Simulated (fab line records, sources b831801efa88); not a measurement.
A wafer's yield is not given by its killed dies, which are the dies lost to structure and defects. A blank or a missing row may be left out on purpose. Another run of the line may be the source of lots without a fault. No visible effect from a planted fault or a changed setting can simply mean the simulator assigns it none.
Split-lot experiment    flow sfq_line    23 wafers read from 5 lots, route of 325 steps

## ABOUT THE SPLIT
At SFQ_TRILAYER_JJ_TRILAYER_DEP_SPUTTER_110 (material Al, target thk 8 nm, time 10 s), the setting time_s was moved away from the recipe's 10 s on 5 of the 23 wafers read, by -14.4% to -8.9%. This setting was run at the recipe's value on the other wafers.

The reading is taken at the split's own step.

## THE READING
Al_of_TRILAYER_JJ_TRILAYER_DEP_SPUTTER_110.thk_nm (the simulator's own value, which no gauge read), in nm, at SFQ_TRILAYER_JJ_TRILAYER_DEP_SPUTTER_110 (material Al, target thk 8 nm, time 10 s). There is no usual value for it anywhere in the file. Across the 18 wafers here that went through the recipe, the average is 8.026 nm and the standard deviation 0.18 nm.

wafer   tool, chamber at the split  time_s as run, s  against the recipe  Al_of_TRILAYER_JJ_TRILAYER_DEP_SPUTTER_110.thk_nm, nm  against lot-mates on the recipe
L074.2  pvd_sputter-06, -           10                recipe              7.861                                                  -
L074.3  pvd_sputter-06, -           10                recipe              7.92                                                   -
L074.4  pvd_sputter-06, -           10                recipe              7.831                                                  -
L074.5  pvd_sputter-06, -           10                recipe              7.869                                                  -
L074.6  pvd_sputter-06, -           10                recipe              7.856                                                  -
L076.1  pvd_sputter-05, -           10                recipe              8.211                                                  -
L076.2  pvd_sputter-05, -           10                recipe              8.21                                                   -
L076.3  pvd_sputter-05, -           10                recipe              8.154                                                  -
L076.5  pvd_sputter-05, -           10                recipe              8.129                                                  -
L076.6  pvd_sputter-05, -           10                recipe              8.264                                                  -
L077.4  pvd_sputter-06, -           10                recipe              7.779                                                  -
L077.5  pvd_sputter-06, -           10                recipe              7.801                                                  -
L077.6  pvd_sputter-06, -           10                recipe              7.751                                                  -
L078.1  pvd_sputter-05, -           10                recipe              8.286                                                  -
L078.2  pvd_sputter-05, -           8.565             -14.4%              7.072                                                  -1.212
L078.3  pvd_sputter-05, -           8.565             -14.4%              7.152                                                  -1.132
L078.5  pvd_sputter-05, -           10                recipe              8.282                                                  -
L078.6  pvd_sputter-05, -           8.565             -14.4%              7.215                                                  -1.069
L079.1  pvd_sputter-05, -           10                recipe              8.098                                                  -
L079.2  pvd_sputter-05, -           9.106             -8.9%               7.359                                                  -0.727
L079.3  pvd_sputter-05, -           10                recipe              8.05                                                   -
L079.4  pvd_sputter-05, -           10                recipe              8.11                                                   -
L079.5  pvd_sputter-05, -           9.106             -8.9%               7.4                                                    -0.686

FIT RESULTS
A straight line over all 23 wafers: Al_of_TRILAYER_JJ_TRILAYER_DEP_SPUTTER_110.thk_nm changes by +0.0633 nm for each +1% of time_s; r = +0.89; the points scatter about the line by 0.17 nm.
The same after taking each lot's own level away (the mean of its wafers on the recipe; 23 wafers): +0.0792 nm for each +1%; r = +1.00; scatter 0.038 nm.
The reading moves by 1.1 nm for the largest change in time_s, on that fit.
The lots' own levels span 7.7770 to 8.2840 nm, that is 2.7 times the standard deviation above.
So the slope is not independent of the lot-to-lot level: the two fits are not the same.
Check: for one of the wafers moved furthest among these (-14.4%), held out of the fit, the line's prediction against its lot-mates is -1.11 nm. It came out at -1.21 nm against them.

## OTHER SPLITS APPLIED TO THESE WAFERS
These wafers also went through other splits before the reading. Each is held against what the fit with the lots' levels taken away leaves over:
other split on the same wafers                     wafers away from the commonest value  r with Al_of_TRILAYER_JJ_TRILAYER_DEP_SPUTTER_110.thk_nm (lot level and that fit taken away)
SFQ_TRILAYER_M4_LITHO_COAT_098 spin_rpm            4                                     -0.20
SFQ_TRILAYER_M4_LITHO_COAT_093 spin_rpm            2                                     +0.06
SFQ_TRILAYER_I4_VIA_LITHO_COAT_103 spin_rpm        7                                     -0.16
SFQ_TRILAYER_I4_VIA_BARC_OPEN_VIA_ETCH_146 time_s  9                                     +0.04

## THE FILE'S OWN FIT
Al_of_TRILAYER_JJ_TRILAYER_DEP_SPUTTER_110.thk_nm changes by +0.0792 nm for each +1% of time_s, r = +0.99.
